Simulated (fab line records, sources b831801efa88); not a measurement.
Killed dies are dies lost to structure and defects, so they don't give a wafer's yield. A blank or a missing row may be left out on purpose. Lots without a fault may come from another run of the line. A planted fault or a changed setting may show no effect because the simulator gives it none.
Problem report in the 8D (eight disciplines) form, filled by code | flow sfq_line | the parts of the form that need people (team, actions taken, sign-off) are left out

1. THE PROBLEM
run_length_s at SFQ_TRILAYER_I2_DEP_PECVD_063 reads a mean of 161.1 s on 6 wafers of 2 lots; wafers without a fault read 138.9 s with a standard deviation of 0.38. That is +58 standard deviations from the usual mean.
The step: deposits SiO2 from SiH4/N2O, time 111.11 s, target thk 500 nm.
First seen on wafer L939.1, day 37 06:49, on pecvd-03. The record holds 42 wafers of 14 lots with a number at this step. Rule for "out", or "out of limits": more than 4 standard deviations from the usual mean. The other wafers with a number count as sound.

2. WHAT IT IS AND WHAT IT IS NOT
question                    | is                     | is not
which readings at this step | run_length_s           | chamber_pressure_Torr, heater_power_w, throttle_valve_pct
which lots                  | L939, L944             | L926, L928, L929, L930, L931, L933, L934, L935, L936, L937, L940, L949
which wafers of those lots  | all that have a number | -
read on which tools         | pecvd-03               | pecvd-02, pecvd-04
when                        | from day 37 06:49      | up to then (30 sound wafers); but 6 sound wafers of L940, L949 came after

3. SUSPECTS, AND WHAT RULES EACH OUT
Counting: a tool at a process step up to the reading stays a suspect if it ran every lot that is out and no sound lot after the first of them.
- pecvd-03 at SFQ_TRILAYER_I2_DEP_PECVD_063 (deposits SiO2 from SiH4/N2O, time 111.11 s, target thk 500 nm): kept. It ran every lot that is out, first L939 (day 37 06:49), and no sound lot after that; its last sound lot up to then is L937 (day 36 06:42). Its own readings are out on those wafers: run_length_s.
Left after counting: pecvd-03 at SFQ_TRILAYER_I2_DEP_PECVD_063.

4. THE CAUSE (what the simulator had put in)
Process parameter drift: pecvd-03, from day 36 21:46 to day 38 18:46, at SFQ_TRILAYER_I2_DEP_PECVD_063. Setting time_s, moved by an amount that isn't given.
Counting left only this tool.

5. THE CHAIN OF EFFECTS, in route order
Each row: a reading whose mean over the struck wafers that have a number lies more than 3 standard deviations from the usual. Only readings for which the record gives a usual standard deviation are gone through. hours: the time from each lot's start at the first step in this table that gives one to its start at this step, as a median over the lots. sigmas: the change in usual standard deviations.
hours | step                          | reading            | usual   | on struck wafers | change | sigmas
0     | SFQ_TRILAYER_I2_DEP_PECVD_063 | run_length_s       | 138.9 s | 161.1            | +22.2  | +58
10    | SFQ_TRILAYER_I2_CMP_CMP_064   | time_to_endpoint_s | 220 s   | 284              | +64    | +8.8
The process steps in it:
- SFQ_TRILAYER_I2_DEP_PECVD_063: deposits SiO2 from SiH4/N2O, time 111.11 s, target thk 500 nm.
- SFQ_TRILAYER_I2_CMP_CMP_064: polishes SiO2.
Later measuring or inspecting steps at which every struck wafer that the step has a row for has a number for every such reading, and none has moved that far: SFQ_I2_BOW_MEAS_917, SFQ_M3_RS_MEAS_919.

6. WHAT WOULD HAVE CAUGHT IT SOONER
In this record the first reading out of limits was taken at day 37 06:49, 9 hours after the fault began at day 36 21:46.
